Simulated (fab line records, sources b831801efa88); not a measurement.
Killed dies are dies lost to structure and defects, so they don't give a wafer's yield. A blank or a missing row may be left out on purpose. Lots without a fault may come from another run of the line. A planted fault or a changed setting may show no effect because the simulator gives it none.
fab line records | flow sky130
record lots=6 wafers=18 last_day=49
route steps=708 shown NWELL@59 PAD_OPEN@708
lots that met no fault: from a run of the same line without faults
start_h: hours from the record's first day to the start of the lot's first wafer shown | wait_h: hours since the lot's step before | " the same as in the row above | L1.1+2: a row that stands for several wafers | - no value, or no start given | * or withheld: withheld | < > ~ a bound
route shown NAME@n: a module of which the file shows steps, and the number in the route of the first | usual: mean/standard deviation of fault-free wafers | same: alike in all rows | chamber/n: place in a boat | sites: the reading at each site | _std_site: their standard deviation | _edge_site: outer sites' mean less inner sites' | radius_mm: how far each site lies from the wafer's centre | mask NAME#n: copy n | behind: the tool/chamber that last shaped the wafer | hold: why the lot was held/for how many hours/how that ended | device: the transistor (n, p or np) that didn't switch | end of line: the same wafers' tests at the end of the route | a step without rows: its recipe alone | killed: dies lost to structure and defects at the first sort, not the wafer's yield | map: a wafer's dies, x killed, . not, _ none there
set.NAME: the setting as run; set.NAME@STEP: as run at that earlier step | model.NAME: the simulator's own value behind a step, which no gauge read
lots at some steps of the route; a table a step, a row a wafer
services: from which hour (start_h, from the record's first day; less than 0 if before it) a tool's chamber was out of use, for how many hours, and why
## steps
# step SKY_NWELL_SOFTBAKE_06
# recipe temp_c=110 time_s=withheld
# step SKY_NWELL_EXPOSE_07
# recipe mask_id=NWM na=0.6 source_shape=conventional sigma_outer=0.6 polarization=unpolarized target_cd_nm=840 dose_mj=255
# step SKY_NWELL_PEB_08
# recipe temp_c=115 time_s=withheld
# step SKY_NWELL_DEVELOP_09
# recipe wall_angle_deg=90 developer=TMAH develop_time_s=60 dev_temp_c=23
# step SKY_NWELL_OVL_MEAS_10
# usual NWELL_00_OVL=-0.2/1.4
# columns lot.wafer tool chamber start_h wait_h NWELL_00_OVL[nm]
L134.1 overlay-02 - 109.56 - -1.6
L134.2 " - " " 0.1
L134.3 " - " " 1.0
L136.1 overlay-02 - 132.27 - 0.0
L136.3 " - " " -2.4
L136.4 " - " " -0.1
L143.3 overlay-02 - 168.73 - -1.1
L143.5 " - " " -0.7
L143.6 " - " " 0.7
L146.1 overlay-01 - 180.81 - 1.2
L146.2 " - " " 3.0
L146.5 " - " " 2.5
L148.2 overlay-02 - 190.93 - -0.4
L148.3 " - " " 0.2
L148.4 " - " " -0.9
L151.1 overlay-02 - 206.76 - -2.0
L151.3 " - " " 0.1
L151.5 " - " " 0.0
# step SKY_NWELL_IMPLANT_11
# recipe species=P energy_kev=400 dose_cm2=1.9e+13 tilt_deg=withheld
# step SKY_NWELL_IMPLANT_12
# recipe species=P energy_kev=120 dose_cm2=1.3e+12 tilt_deg=withheld
# step SKY_NWELL_IMPLANT_13
# recipe species=P energy_kev=50 dose_cm2=7e+11 tilt_deg=withheld
# step SKY_NWELL_STRIP_14
# recipe chemistry=O2/N2 power_w=1400 pressure_mtorr=1500 platen_temp_c=withheld o2_flow_sccm=3000 n2_flow_sccm=300 overash_fraction=0.5
# usual drypump_motor_current_A=5.39/0.28 oes_product_au=0.722/0.0046 strip_time_to_endpoint_s=36.89/0.093
# columns lot.wafer tool chamber start_h wait_h drypump_motor_current_A oes_product_au rf_hours_counter_h strip_time_to_endpoint_s
L134.1 plasma_asher-01 0 110.05 0.1 5.18 0.717 42 36.80
L134.2 " 1 " " 5.42 0.724 42 36.75
L134.3 " 0 " " 5.20 0.727 - 36.71
L136.1 plasma_asher-01 0 132.76 0.1 5.17 0.727 44 36.74
L136.3 " 1 " " 5.42 0.721 - 36.87
L136.4 " 0 " " 5.19 0.722 - 36.89
L143.3 plasma_asher-02 0 169.24 0.1 4.91 0.729 - 36.96
L143.5 " 1 " " 5.61 0.729 - 36.92
L143.6 " 0 " " 4.92 0.726 - 36.83
L146.1 plasma_asher-01 0 181.30 0.1 5.20 0.719 49 36.90
L146.2 " 1 " " 5.44 0.722 49 36.88
L146.5 " 1 " " 5.44 0.713 - 36.90
L148.2 plasma_asher-02 0 191.41 0.1 4.91 0.717 40 36.83
L148.3 " 1 " " 5.62 0.723 - 36.83
L148.4 " 0 " " 4.92 0.723 - 36.71
L151.1 plasma_asher-01 1 207.24 0.1 5.43 0.716 51 36.85
L151.3 " 1 " " 5.42 0.728 - 36.92
L151.5 " 0 " " 5.23 0.718 - 36.83
# step SKY_NWELL_TW_MEAS_15
# usual NWELL_TW=1831/7.1
# columns lot.wafer tool chamber start_h wait_h NWELL_TW
L134.1 film_metro-02 - 110.15 0.1 1840
L134.2 " - " " 1827
L134.3 " - " " 1821
L136.1 film_metro-04 - 132.86 0.1 1833
L136.3 " - " " 1827
L136.4 " - " " 1840
L143.3 film_metro-03 - 169.33 0.1 1831
L143.5 " - " " 1822
L143.6 " - " " 1826
L146.1 film_metro-04 - 181.40 0.1 1829
L146.2 " - " " 1821
L146.5 " - " " 1825
L148.2 film_metro-02 - 191.52 0.1 1841
L148.3 " - " " 1835
L148.4 " - " " 1833
L151.1 film_metro-03 - 207.34 0.1 1850
L151.3 " - " " 1843
L151.5 " - " " 1841
# step SKY_NWELL_DEHYDRATE_16
# recipe temp_c=200 time_s=60
# step SKY_NWELL_HMDS_17
# recipe prime_time_s=60 prime_temp_c=120
# step SKY_NWELL_COAT_18
# recipe spin_rpm=2000 resist_thk_nm=3000
# columns lot.wafer tool chamber start_h wait_h model.coat_of_NWELL_COAT_18.thk_nm
L134.1 litho_track-01 0 118.56 0.1 2992
L134.2 " 0 " " 2999
L134.3 " 0 " " 2995
L136.1 litho_track-03 0 142.07 0.1 3003
L136.3 " 0 " " 3004
L136.4 " 0 " " 3005
L143.3 litho_track-03 0 178.57 0.1 3001
L143.5 " 0 " " 3002
L143.6 " 0 " " 1132
L146.1 litho_track-03 0 191.87 0.1 3002
L146.2 " 0 " " 1131
L146.5 " 0 " " 3004
L148.2 litho_track-01 0 201.54 0.1 3001
L148.3 " 0 " " 2997
L148.4 " 0 " " 2988
L151.1 litho_track-01 0 216.81 0.1 2992
L151.3 " 0 " " 2996
L151.5 " 0 " " 3002
# step SKY_NWELL_SOFTBAKE_19
# recipe temp_c=110 time_s=withheld
# step SKY_NWELL_EXPOSE_20
# recipe mask_id=NWM_COMPLEMENT na=0.6 source_shape=conventional sigma_outer=0.6 polarization=unpolarized target_cd_nm=840 dose_mj=260
# step SKY_NWELL_PEB_21
# recipe temp_c=115 time_s=withheld
# step SKY_NWELL_DEVELOP_22
# recipe wall_angle_deg=90 developer=TMAH develop_time_s=60 dev_temp_c=23
# usual developer_temp_C=23.01/0.11
# columns lot.wafer tool chamber start_h wait_h developer_temp_C model.coat_of_NWELL_COAT_18.thk_nm
L134.1 litho_track-04 0 - - 23.05 2988
L134.2 " 0 " " 22.92 2995
L134.3 " 0 " " 22.91 2991
L136.1 litho_track-03 0 - - 22.98 2999
L136.3 " 0 " " 23.04 2999
L136.4 " 0 " " 23.00 3001
L143.3 litho_track-01 0 - - 23.08 2997
L143.5 " 0 " " 22.97 2998
L143.6 " 0 " " 22.96 1128
L146.1 litho_track-03 0 - - 23.35 2997
L146.2 " 0 " " 23.21 1127
L146.5 " 0 " " 23.15 3000
L148.2 litho_track-01 0 - - 23.01 2997
L148.3 " 0 " " 23.09 2993
L148.4 " 0 " " 22.94 2983
L151.1 litho_track-04 0 - - 23.04 2988
L151.3 " 0 " " 23.08 2992
L151.5 " 0 " " 23.08 2998
# step SKY_NWELL_OVL_MEAS_23
# usual NWELL_01_OVL=0.3/1.5
# columns lot.wafer tool chamber start_h wait_h NWELL_01_OVL[nm]
L134.1 overlay-02 - 128.46 - 2.0
L134.2 " - " " 1.5
L134.3 " - " " 0.7
L136.1 overlay-01 - 152.47 - 0.1
L136.3 " - " " 2.0
L136.4 " - " " 1.7
L143.3 overlay-01 - 189.97 - 0.4
L143.5 " - " " -0.6
L143.6 " - " " 2.7
L146.1 overlay-01 - 202.87 - 2.9
L146.2 " - " " 1.5
L146.5 " - " " 3.1
L148.2 overlay-02 - 212.97 - -0.3
L148.3 " - " " 0.1
L148.4 " - " " 1.7
L151.1 overlay-01 - 227.41 - 1.4
L151.3 " - " " 0.5
L151.5 " - " " 2.4
# step SKY_NWELL_IMPLANT_24
# recipe species=B energy_kev=140 dose_cm2=9.2e+12 tilt_deg=withheld
# step SKY_NWELL_STRIP_25
# recipe chemistry=O2/N2 power_w=1400 pressure_mtorr=1500 platen_temp_c=withheld o2_flow_sccm=3000 n2_flow_sccm=300 overash_fraction=0.5
# usual drypump_motor_current_A=5.5/0.32 oes_product_au=0.722/0.0043 strip_time_to_endpoint_s=36.89/0.087
# columns lot.wafer tool chamber start_h wait_h drypump_motor_current_A oes_product_au rf_hours_counter_h strip_time_to_endpoint_s
L134.1 plasma_asher-01 0 128.64 0.1 5.2 0.725 44 36.81
L134.2 " 1 " " 5.4 0.725 44 36.90
L134.3 " 0 " " 5.2 0.725 - 36.84
L136.1 plasma_asher-04 1 152.66 0.1 5.8 0.715 3 36.96
L136.3 " 1 " " 5.8 0.722 - 36.95
L136.4 " 0 " " 5.6 0.726 - 36.98
L143.3 plasma_asher-01 1 190.18 0.1 5.4 0.730 - 36.92
L143.5 " 1 " " 5.4 0.724 - 36.92
L143.6 " 0 " " 5.2 0.718 - 15.06
L146.1 plasma_asher-01 0 203.06 0.1 5.2 0.723 51 36.93
L146.2 " 1 " " 5.4 0.713 51 15.04
L146.5 " 0 " " 5.2 0.725 - 36.95
L148.2 plasma_asher-04 0 213.15 0.1 5.6 0.714 9 36.93
L148.3 " 1 " " 5.8 0.725 - 36.89
L148.4 " 0 " " 5.6 0.731 - 36.77
L151.1 plasma_asher-01 0 227.59 0.1 5.2 0.725 53 36.82
L151.3 " 0 " " 5.2 0.729 - 36.87
L151.5 " 0 " " 5.2 0.726 - 36.92
# step SKY_NWELL_TW_MEAS_26
# usual NWELL_2_TW=500/3.4
# columns lot.wafer tool chamber start_h wait_h NWELL_2_TW
L134.1 film_metro-04 - 128.74 0.1 495
L134.2 " - " " 493
L134.3 " - " " 500
L136.1 film_metro-02 - 152.76 0.1 498
L136.3 " - " " 498
L136.4 " - " " 500
L143.3 film_metro-04 - 190.27 0.1 499
L143.5 " - " " 494
L143.6 " - " " 495
L146.1 film_metro-02 - 203.16 0.1 503
L146.2 " - " " 503
L146.5 " - " " 506
L148.2 film_metro-03 - 213.26 0.1 501
L148.3 " - " " 503
L148.4 " - " " 503
L151.1 film_metro-03 - 227.69 0.1 503
L151.3 " - " " 504
L151.5 " - " " 504
# step SKY_PAD_OPEN_PROBE_99
# usual killed_at_M0_to_M3=42/7.1 killed_at_M4_up=3.3/1.9 killed_at_contacts=24/5 killed_at_front_end=15/4.7 killed_at_other=0.3/0.61 killed_dies=86/9.6 killed_open=47/7.5 killed_short=38/6.6
# same gross_dies=492 killed_at_back_side=0
# columns lot.wafer tool chamber start_h wait_h killed_at_M0_to_M3 killed_at_M4_up killed_at_contacts killed_at_front_end killed_at_other killed_dies killed_open killed_short model.etest.nfet_16v.r_on_ohm_um model.etest.pfet_16v.r_on_ohm_um model.etest.res_iso_pwell.width_nm model.etest.res_nwell.line_ohm_um model.etest.res_nwell.width_nm model.etest.pfet_16v.drive_ua_um model.etest.nfet_16v.drive_ua_um
L134.1 prober-02 - 1110.63 0.1 54 3 19 18 0 94 46 48 1.392e+04 1.477e+04 2654 1137 824 249.2 225.9
L134.2 prober-02 - 1110.68 0.1 34 3 26 14 0 77 53 24 1.387e+04 1.481e+04 2640 1140 827.4 246 226.6
L134.3 prober-02 - 1110.73 0.2 32 6 27 11 0 76 39 37 1.383e+04 1.446e+04 2648 1098 824.1 251 226.1
L136.1 prober-01 - 1124.85 0.1 40 7 24 18 1 90 46 44 1.377e+04 1.513e+04 2658 1199 835.9 247.2 226.3
L136.3 prober-01 - 1124.95 0.2 37 9 22 18 0 86 44 42 1.372e+04 1.537e+04 2650 1220 834.1 246.4 230.7
L136.4 prober-01 - 1125.00 0.2 40 3 25 12 0 80 36 44 1.382e+04 1.52e+04 2644 1208 842.9 243.1 225.6
L143.3 prober-01 - 1157.15 0.2 45 4 29 20 0 98 49 49 1.428e+04 1.503e+04 2654 1100 833.4 250 215.6
L143.5 prober-01 - 1157.25 0.2 37 1 24 12 0 74 40 34 1.424e+04 1.495e+04 2648 1099 832.8 249.8 217.8
L143.6 prober-01 - 1157.30 0.2 48 2 22 12 0 84 45 38 1.558e+04 1.451e+04 2838 1226 769.6 264.4 206
L146.1 prober-01 - 1174.27 0.1 35 5 18 14 0 72 30 41 1.419e+04 1.528e+04 2654 1104 847.9 245.7 217.2
L146.2 prober-01 - 1174.32 0.1 44 3 21 24 0 92 49 42 1.535e+04 1.441e+04 2810 1192 776.5 264.4 207.2
L146.5 prober-01 - 1174.47 0.2 26 2 26 17 0 71 38 33 1.43e+04 1.535e+04 2652 1118 852.6 245.8 217
L148.2 prober-02 - 1179.30 0.1 43 3 21 23 0 90 51 39 1.39e+04 1.543e+04 2640 1177 842.9 242 223.1
L148.3 prober-02 - 1179.35 0.2 60 3 27 14 0 104 69 35 1.394e+04 1.497e+04 2638 1127 844.2 249.6 222.8
L148.4 prober-02 - 1179.40 0.2 39 0 35 24 1 99 55 44 1.393e+04 1.521e+04 2646 1158 837.1 242.9 224.4
L151.1 prober-01 - 1187.08 0.1 35 5 22 11 0 73 36 37 1.386e+04 1.509e+04 2650 1090 841.2 242.9 225.5
L151.3 prober-01 - 1187.18 0.2 45 7 20 12 0 84 44 40 1.391e+04 1.487e+04 2668 1066 842.5 246 223.7
L151.5 prober-01 - 1187.28 0.2 28 3 16 13 0 60 29 31 1.406e+04 1.518e+04 2648 1107 836.6 241.9 221.7
# killed by level:class
L134.1 CONTACT:geometric_particle:open=11 METAL1:geometric_particle:short=10 VIA1:geometric_particle:short=9 VIA2:geometric_particle:short=6 VIA1:geometric_particle:open=6 VIA2:geometric_particle:open=6 LI_CONTACT:geometric_particle:open=5 METAL2:geometric_particle:short=5
L134.2 LI_CONTACT:geometric_particle:open=9 VIA1:geometric_particle:open=9 CONTACT:geometric_particle:open=8 POLY_GATE:geometric_particle:open=4 LOCAL_INTERCONNECT:geometric_particle:short=4 METAL2:geometric_particle:open=4 VIA2:geometric_particle:short=4 VIA2:geometric_particle:open=4
L134.3 CONTACT:geometric_particle:open=13 METAL1:geometric_particle:short=7 VIA1:geometric_particle:open=7 CONTACT:geometric_particle:short=6 POLY_GATE:geometric_particle:open=4 VIA1:geometric_particle:short=4 FIELD_ISO:geometric_particle:open=3 FIELD_ISO:geometric_particle:short=3
L136.1 CONTACT:geometric_particle:open=10 VIA1:geometric_particle:open=7 VIA1:geometric_particle:short=7 FIELD_ISO:geometric_particle:open=6 METAL2:geometric_particle:short=5 METAL4:geometric_particle:short=5 POLY_GATE:geometric_particle:short=4 LI_CONTACT:geometric_particle:open=4
L136.3 CONTACT:geometric_particle:open=10 VIA3:geometric_particle:open=7 METAL4:geometric_particle:short=7 METAL2:geometric_particle:short=6 POLY_GATE:geometric_particle:short=5 LI_CONTACT:geometric_particle:open=5 VIA1:geometric_particle:open=5 VIA2:geometric_particle:short=4
L136.4 CONTACT:geometric_particle:open=9 CONTACT:geometric_particle:short=9 VIA3:geometric_particle:open=8 METAL1:geometric_particle:short=7 VIA1:geometric_particle:open=6 LI_CONTACT:geometric_particle:open=5 VIA2:geometric_particle:open=4 SPACER:geometric_particle:short=4
L143.3 VIA1:geometric_particle:open=10 CONTACT:geometric_particle:open=9 VIA3:geometric_particle:open=9 VIA3:geometric_particle:short=8 FIELD_ISO:geometric_particle:open=6 CONTACT:geometric_particle:short=6 FIELD_ISO:geometric_particle:short=5 LI_CONTACT:geometric_particle:open=5
L143.5 VIA1:geometric_particle:open=11 CONTACT:geometric_particle:open=7 VIA3:geometric_particle:open=7 LI_CONTACT:geometric_particle:open=5 LI_CONTACT:geometric_particle:short=5 CONTACT:geometric_particle:short=4 VIA2:geometric_particle:open=4 SPACER:geometric_particle:short=3
L143.6 VIA1:geometric_particle:open=11 CONTACT:geometric_particle:open=10 METAL3:geometric_particle:short=7 METAL1:geometric_particle:short=7 VIA2:geometric_particle:short=6 VIA2:geometric_particle:open=6 FIELD_ISO:geometric_particle:open=5 POLY_GATE:geometric_particle:open=4
L146.1 FIELD_ISO:geometric_particle:short=7 VIA1:geometric_particle:open=7 CONTACT:geometric_particle:open=7 LOCAL_INTERCONNECT:geometric_particle:short=5 VIA2:geometric_particle:open=5 VIA1:geometric_particle:short=4 METAL2:geometric_particle:short=4 METAL1:geometric_particle:short=3
L146.2 CONTACT:geometric_particle:open=9 VIA2:geometric_particle:open=8 FIELD_ISO:geometric_particle:open=7 FIELD_ISO:geometric_particle:short=7 VIA2:geometric_particle:short=7 VIA1:geometric_particle:open=7 METAL1:geometric_particle:short=6 LI_CONTACT:geometric_particle:open=5
L146.5 CONTACT:geometric_particle:open=10 LOCAL_INTERCONNECT:geometric_particle:short=6 LI_CONTACT:geometric_particle:open=5 METAL1:geometric_particle:short=5 FIELD_ISO:geometric_particle:short=4 FIELD_ISO:geometric_particle:open=4 VIA2:geometric_particle:open=4 POLY_GATE:geometric_particle:open=3
L148.2 VIA1:geometric_particle:open=10 VIA3:geometric_particle:open=10 CONTACT:geometric_particle:open=8 FIELD_ISO:geometric_particle:open=7 POLY_GATE:geometric_particle:open=5 POLY_GATE:geometric_particle:short=5 METAL2:geometric_particle:short=5 VIA1:geometric_particle:short=5
L148.3 VIA1:geometric_particle:open=16 CONTACT:geometric_particle:open=11 LI_CONTACT:geometric_particle:open=9 VIA3:geometric_particle:open=9 VIA2:geometric_particle:open=7 METAL2:geometric_particle:short=6 FIELD_ISO:geometric_particle:open=4 LI_CONTACT:geometric_particle:short=4
L148.4 LI_CONTACT:geometric_particle:open=11 CONTACT:geometric_particle:open=9 METAL2:geometric_particle:short=9 VIA1:geometric_particle:open=7 CONTACT:geometric_particle:short=6 POLY_GATE:geometric_particle:open=5 LI_CONTACT:geometric_particle:short=5 METAL1:geometric_particle:short=5
L151.1 CONTACT:geometric_particle:open=11 METAL1:geometric_particle:short=8 LI_CONTACT:geometric_particle:open=6 VIA1:geometric_particle:open=6 VIA1:geometric_particle:short=5 METAL4:geometric_particle:short=5 METAL2:geometric_particle:short=5 VIA2:geometric_particle:open=4
L151.3 VIA1:geometric_particle:open=10 METAL4:geometric_particle:short=6 LI_CONTACT:geometric_particle:open=6 CONTACT:geometric_particle:open=5 VIA1:geometric_particle:short=5 METAL2:geometric_particle:short=5 VIA2:geometric_particle:short=5 VIA2:geometric_particle:open=5
L151.5 LI_CONTACT:geometric_particle:open=7 CONTACT:geometric_particle:open=6 VIA3:geometric_particle:open=5 POLY_GATE:geometric_particle:short=4 VIA1:geometric_particle:open=4 METAL2:geometric_particle:short=4 METAL3:geometric_particle:short=4 POLY_GATE:geometric_particle:open=3
## services
# columns tool chamber start_h hours kind
plasma_asher-04 - 108.75 9.0 pm
plasma_asher-04 0 108.75 9.0 vent_cycle
plasma_asher-04 1 108.75 9.0 vent_cycle
plasma_asher-04 0 117.75 - clean
plasma_asher-04 1 117.75 - clean
plasma_asher-01 - 135.99 4.5 repair
litho_track-03 - 168.48 - consumable_replace:filter
## key
first_sign step=SKY_NWELL_STRIP_25 reading=strip_time_to_endpoint_s direction=down sigmas=99+ usual=* struck=*
effect none on later readings
model_effect step=SKY_NWELL_COAT_18 value=coat_of_NWELL_COAT_18.thk_nm without=3000 struck=1132
model_effect step=SKY_NWELL_DEVELOP_22 value=coat_of_NWELL_COAT_18.thk_nm without=2996 struck=1127
model_effect step=SKY_PAD_OPEN_PROBE_99 value=etest.nfet_16v.r_on_ohm_um without=1.427e+04 struck=1.547e+04
met_at SKY_NWELL_COAT_18
struck_wafers L143.6,L146.2
tester_left_out L143,L146
onset_between 142.07 178.57
fault kind=process_parameter_drift tool=litho_track-03 chamber=- onset_h=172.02 steps=SKY_NWELL_COAT_18 channel=resist_thk_nm offset=-1868.3 shape=step end_h=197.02 scope=struck_wafers_only acts_in=these_recipes_only stated=3000
# tester_left_out: of these lots the tester's yield and bins aren't shown, on N5 and GAA mostly nor the transistor test; their killed dies are dies lost to structure and defects alone, not to doping, threshold or leakage, so they don't give the yield
